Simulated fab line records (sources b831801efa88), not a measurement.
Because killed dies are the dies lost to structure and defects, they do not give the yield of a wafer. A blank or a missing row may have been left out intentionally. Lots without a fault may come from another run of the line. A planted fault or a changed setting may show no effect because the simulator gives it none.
2 desks, one fault -- flow gf180mcu -- only its own numbers are on each desk; what lay behind them is given at the end

== DESK OF THE TOOL OWNER: plasma asher-01 ==
The tool's own readings at GF_DUAL_GATE_STRIP_13 (strips in O2/N2): means of the sampled wafers that have a number, for each lot that ran on this tool. Any lot whose mean is over 4 standard deviations away from the usual mean is out of limits and marked OUT; that distance is given in the brackets.
Columns: A = drypump motor current A at GF_DUAL_GATE_STRIP_13, usual 5.9 A; B = heater power w at GF_DUAL_GATE_STRIP_13, usual 347 W; C = oes product au at GF_DUAL_GATE_STRIP_13, usual 0.717 a.u.; D = strip time to endpoint s at GF_DUAL_GATE_STRIP_13, usual 12.64 s
lot,first seen here,A,B,C,D
L920,day 8 22:34,5.5,407,0.717,12.67
L931,day 12 02:25,5.6,355,0.912 (+48) OUT,-
L937,day 14 06:49,5.7,307,0.718,12.60
L938,day 14 11:17,5.6,355,0.715,12.59
This desk's finding: out of limits on L931; first on L931, day 12 02:25 (oes product au at GF_DUAL_GATE_STRIP_13). Within limits: L920, L937, L938.

== METROLOGY DESK ==
Lot by lot, what the gauges showed, no matter which tool ran the lot: averages of those sampled wafers that carry a number. Any lot whose mean is over 4 standard deviations away from the usual mean is out of limits and marked OUT; that distance is given in the brackets.
Columns: A = VT_IMPLANT_03_OVL at GF_VT_IMPLANT_OVL_MEAS_40, usual 0.2 nm; B = MVPSD_RS at GF_VT_IMPLANT_RS_MEAS_49, usual 1168 ohm/sq; C = DUAL_GATE_OVL at GF_DUAL_GATE_OVL_MEAS_11, usual 0.2 nm
lot,first seen here,A,B,C
L918,day 7 14:26,-0.1,1175,0.7
L919,day 7 19:53,1.3,1168,1.2
L920,day 8 02:48,0.8,1167,0.7
L921,day 8 08:47,0.7,1170,1.5
L922,day 8 15:50,-0.5,1168,1.0
L931,day 11 04:44,-2.0,1165,0.0
L932,day 11 13:31,-2.4,1172,-1.5
L936,day 12 22:08,1.3,1164,0.7
L937,day 13 07:44,-0.9,1166,1.2
L938,day 13 12:21,-0.2,1164,-1.1
L939,day 13 19:20,-0.7,1172,-2.1
L941,day 14 02:19,4.3,1167,0.6
L940,day 14 04:10,0.3,1166,0.0
Finding of this desk: none of the 13 lots has anything out of limits.

== TAKEN TOGETHER ==
The tool owner's desk could have raised an alarm at day 12 02:25, on L931.
Metrology desk: nothing out of limits seen.
The metrology desk has L931 on record, within its limits.
GF_DUAL_GATE_STRIP_13 was run on plasma asher-01 by each of the lots named.

== WHAT THE SIMULATOR HAD INSERTED ==
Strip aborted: plasma asher-01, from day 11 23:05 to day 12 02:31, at GF_DUAL_GATE_STRIP_13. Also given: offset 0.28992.
Struck lots among those shown: L931.
Each desk's first reading out of limits, in hours after the fault started: the tool owner's desk, 3.
